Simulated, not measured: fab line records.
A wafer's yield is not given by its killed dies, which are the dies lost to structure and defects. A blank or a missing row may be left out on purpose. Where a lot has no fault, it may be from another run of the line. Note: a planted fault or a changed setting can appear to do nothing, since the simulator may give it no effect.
The tool behind it: which one? ; flow gf180mcu ; 7 lots (21 wafers sampled), 1 step of a 602-step route

WHAT THE GAUGES SHOWED, per wafer
GF_V4_OVL_MEAS_15.
lot;measured;on;V4_OVL (nm)
L556;day 25 02:01;overlay-01;-1 -2 3
L558;day 25 22:59;overlay-01;-3 7 4
L562;day 27 03:11;overlay-01;0 -7 -6
L563;day 27 12:59;overlay-02;2 -7 -3
L572;day 29 12:11;overlay-01;9 9 2
L574;day 30 00:56;overlay-01;-3 0 -9
L577;day 30 22:29;overlay-02;0 -6 -2

TOOL THAT RAN EACH LOT (tool first, then ch and the chambers of the sampled wafers, then the start)
There is no process step in the record ahead of these readings.

THE ANSWER, worked out from the rows above alone
Rule: the usual values come from the lots themselves. The widest of any qualifying gaps counts: lots, ordered by their means at a reading, are off when they make up no more than a third of the lots, leave a main group of 4 or more, and stand apart from it by 3 or more times the standard deviation of that group's means. Not used: any main group whose means are identical at the precision the tables above print for the reading. A lot without any number at a reading at which 4 lots or more have one is off too. Where the step has rows for the other lots, those lots are counted as sound.
Nothing can be told from this: no lot is off at any reading shown.

WHAT THE SIMULATOR HAD PUT IN
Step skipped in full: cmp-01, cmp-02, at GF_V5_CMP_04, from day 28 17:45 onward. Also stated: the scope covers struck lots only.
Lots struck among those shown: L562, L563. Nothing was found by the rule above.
